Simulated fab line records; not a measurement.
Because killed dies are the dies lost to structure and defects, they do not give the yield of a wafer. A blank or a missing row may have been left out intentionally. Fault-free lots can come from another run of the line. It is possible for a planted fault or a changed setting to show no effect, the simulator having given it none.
A lot that was struck, set against a sound lot	flow sky130	15 steps out of a route of 708
Sound: the wafers L480.2, L480.5, L480.6. Wafers L494.1, L494.3, L494.5 were the ones struck. At the end, the cause is stated.
Each step with rows lists, per side, the tool, then ch with its chambers, then its first start. Under that, the readings that differ: sound wafers	struck wafers	difference of the means	sigmas: that difference in standard deviations of wafers without a fault.
alike: a reading whose means differ by less than 2 such deviations, as well as words and numbers matching on both sides. not compared: withheld readings; readings where some wafer has no value; bounds like >300 that might hide an equal value; numbers whose values overlap and for which the record gives no deviation.
A row with sigmas, a row that says differs or no value, or rows on one side alone: a step with any of these is where the two part. Non-overlapping numbers with no deviation appear without sigmas and do not part them. Lack of a reading on every wafer of one side parts them only where that side has two or more wafers.

SKY_CONTACT_CMP_27: polishes, stops on SiO2, t overpolish 15 s, target thk 0 nm.
  sound on cmp-02 ch 0,1,3, day 32 12:24; struck on cmp-02 ch 0,1,3, day 37 01:43
  alike: motorCurrentA, overpolishRunS, retainingRingPressureFrac, timeToEndpointS
SKY_METAL1_SPUTTER_00: material Ti, target thk 15 nm, time 10 s.
  sound on pvdSputter-03 at day 32 12:36; struck on pvdSputter-01 at day 37 01:58
  alike: throttleValvePct
SKY_METAL1_SPUTTER_01: material TiN, target thk 20 nm, time 16.7 s.
  sound on pvdSputter-03 at day 32 12:37; struck on pvdSputter-01 at day 37 01:59
  alike: throttleValvePct
then, 1 step without rows for these wafers: SKY_METAL1_SPUTTER_02 (material AlCu, target thk 250 nm, time 13.3 s).
SKY_METAL1_SPUTTER_03: material Ti, target thk 5 nm, time 3.3 s.
  sound on pvdSputter-03 at day 32 12:40; struck on pvdSputter-01 at day 37 02:02
  alike: throttleValvePct
SKY_METAL1_SPUTTER_04: material TiN, target thk 70 nm, time 58.3 s.
  sound on pvdSputter-03 at day 32 12:41; struck on pvdSputter-01 at day 37 02:04
  alike: throttleValvePct
SKY_METAL1_RS_MEAS_05: a four-point-probe measurement.
  sound on filmMetro-01 at day 32 12:46; struck on filmMetro-02 at day 37 02:07
  alike: METAL1_ALCU_RS
SKY_METAL1_THK_MEAS_06: measures by xrf.
  sound on filmMetro-01 at day 32 12:52; struck on filmMetro-02 at day 37 02:14
  alike: METAL1_ALCU_THK
then, 4 steps without rows for these wafers: SKY_METAL1_DEHYDRATE_07 (time 60 s); SKY_METAL1_HMDS_08 (prime time 60 s); SKY_METAL1_COAT_09 (resist thk 60 nm); SKY_METAL1_COAT_10 (resist thk 450 nm).
SKY_METAL1_SOFTBAKE_11: time 90 s.
  sound on lithoTrack-02 ch 0, day 33 02:00; struck on lithoTrack-02 ch 0, day 37 15:00
reading	sound	struck	difference	sigmas
heaterPowerTotalW (W)	57.27 57.45 57.43	58.55 58.27 58.25	+0.97	+8
plateTempC (C)	100.00 100.14 99.93	101.43 101.56 101.51	+1.48	+12
then, 2 steps without rows for these wafers: SKY_METAL1_EXPOSE_12 (exposes mask MM1, target cd 140 nm); SKY_PAD_OPEN_PROBE_99.

## WHERE THEY PART
Only at SKY_METAL1_SOFTBAKE_11, within this record.

WHY: the cause the simulator had injected
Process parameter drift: lithoTrack-02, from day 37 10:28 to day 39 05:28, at SKY_METAL1_SOFTBAKE_11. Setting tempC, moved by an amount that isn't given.
